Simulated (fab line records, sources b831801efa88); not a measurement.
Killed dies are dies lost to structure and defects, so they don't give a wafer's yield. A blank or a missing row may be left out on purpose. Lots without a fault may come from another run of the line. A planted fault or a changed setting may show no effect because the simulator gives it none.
Split-lot experiment | flow sfq_line | 5 lots, 23 wafers read, on a route of 325 steps

THE SPLIT
At SFQ_TRILAYER_M0_LITHO_PEB_024 (peb time 60 s), the setting peb_time_s was moved away from the recipe's 60 s on 6 of the 23 wafers read, by -12.0% to +12.0%. The other wafers ran this setting at the recipe's value.

FROM THE SPLIT TO THE READING: what the file shows between them, 1 step
- SFQ_TRILAYER_M0_LITHO_DEVELOP_023: time 60 s

THE READING
M0.cd_nm (the simulator's own value, which no gauge read), in nm, at SFQ_TRILAYER_M0_BARC_OPEN_METAL_ETCH_031 (etches BARC in O2, target depth 125 nm, time 41.7 s). The file gives no usual value for it. The 17 wafers here that ran the recipe average 502.0 nm, standard deviation 2.5 nm.

wafer  | tool, chamber at the split | peb_time_s as run, s | against the recipe | M0.cd_nm, nm | against lot-mates on the recipe
L074.1 | litho_track-03, 0          | 60                   | recipe             | 498.4        | -
L074.3 | litho_track-03, 0          | 60                   | recipe             | 499.5        | -
L074.4 | litho_track-03, 0          | 60                   | recipe             | 501.6        | -
L077.1 | litho_track-01, 0          | 60                   | recipe             | 500.8        | -
L077.2 | litho_track-01, 0          | 60                   | recipe             | 503.5        | -
L077.3 | litho_track-01, 0          | 67.22                | +12.0%             | 483.8        | -18.1
L077.5 | litho_track-01, 0          | 67.22                | +12.0%             | 489.6        | -12.3
L077.6 | litho_track-01, 0          | 60                   | recipe             | 501.5        | -
L079.1 | litho_track-01, 0          | 54.21                | -9.7%              | 525.8        | +21.8
L079.2 | litho_track-01, 0          | 54.21                | -9.7%              | 522.2        | +18.2
L079.4 | litho_track-01, 0          | 60                   | recipe             | 500.8        | -
L079.5 | litho_track-01, 0          | 60                   | recipe             | 502.6        | -
L079.6 | litho_track-01, 0          | 60                   | recipe             | 508.5        | -
L080.1 | litho_track-03, 0          | 60                   | recipe             | 498.3        | -
L080.2 | litho_track-03, 0          | 60                   | recipe             | 504.2        | -
L080.4 | litho_track-03, 0          | 60                   | recipe             | 504.9        | -
L080.5 | litho_track-03, 0          | 52.82                | -12.0%             | 522.1        | +19.6
L080.6 | litho_track-03, 0          | 52.82                | -12.0%             | 517.2        | +14.7
L083.1 | litho_track-03, 0          | 60                   | recipe             | 501.3        | -
L083.2 | litho_track-03, 0          | 60                   | recipe             | 501.3        | -
L083.3 | litho_track-03, 0          | 60                   | recipe             | 503.2        | -
L083.4 | litho_track-03, 0          | 60                   | recipe             | 504.2        | -
L083.6 | litho_track-03, 0          | 60                   | recipe             | 500.1        | -

THE FIT
A straight line over all 23 wafers: M0.cd_nm changes by -1.57 nm for each +1% of peb_time_s; r = -0.94; the points scatter about the line by 3.4 nm.
The same after taking each lot's own level away (the mean of its wafers on the recipe; 23 wafers): -1.51 nm for each +1%; r = -0.95; scatter 3 nm.
On that fit, the largest move of peb_time_s shifts the reading by 18 nm.
The lots' own levels span 499.83 to 503.97 nm, that is 1.7 times the standard deviation above.
So the lot-to-lot level changes the slope little: the two slopes agree.
Check: with one of the wafers moved furthest among these (+12.0%) left out of the fit, the line predicts -17.3 nm for it against its lot-mates. It came out at -18.1 nm against them.

OTHER SPLITS ON THESE WAFERS
These wafers also went through other splits before the reading. Each is held against what the fit with the lots' levels taken away leaves over:
other split on the same wafers                  | wafers away from the commonest value | r with M0.cd_nm (lot level and that fit taken away)
SFQ_TRILAYER_INCOMING_OXIDATION_002 temp_c      | 18                                   | +0.32
SFQ_TRILAYER_L0_LITHO_COAT_010 resist_thk_nm    | 10                                   | +0.23
SFQ_TRILAYER_L0_BARC_OPEN_METAL_ETCH_010 time_s | 3                                    | +0.07
SFQ_TRILAYER_M0_LITHO_EXPOSE_022 dose_mj        | 11                                   | -0.82

THE WHOLE CHAIN: every reading that the file lists as answering this split, in the file's order
step                                     | what it does                                                        | reading                                                   | change (the file's fit)                                                                           | r (the file's)
SFQ_TRILAYER_M0_BARC_OPEN_METAL_ETCH_031 | etches BARC in O2, target depth 125 nm, time 41.7 s                 | M0.cd_nm (the simulator's own value, which no gauge read) | -1.53 nm for each +1% of the setting                                                              | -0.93
SFQ_TRILAYER_M0_ETCH_METAL_ETCH_024      | etches Nb in Cl2/Ar, stops on SiO2, target depth 240 nm, time 120 s | M0.cd_nm (the simulator's own value, which no gauge read) | -1.41 nm for each +1% of the setting, in a fit together with dose_mj@TRILAYER_M0_LITHO_EXPOSE_022 | 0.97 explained

THE FILE'S OWN FIT
M0.cd_nm changes by -1.53 nm for each +1% of peb_time_s, r = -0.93.
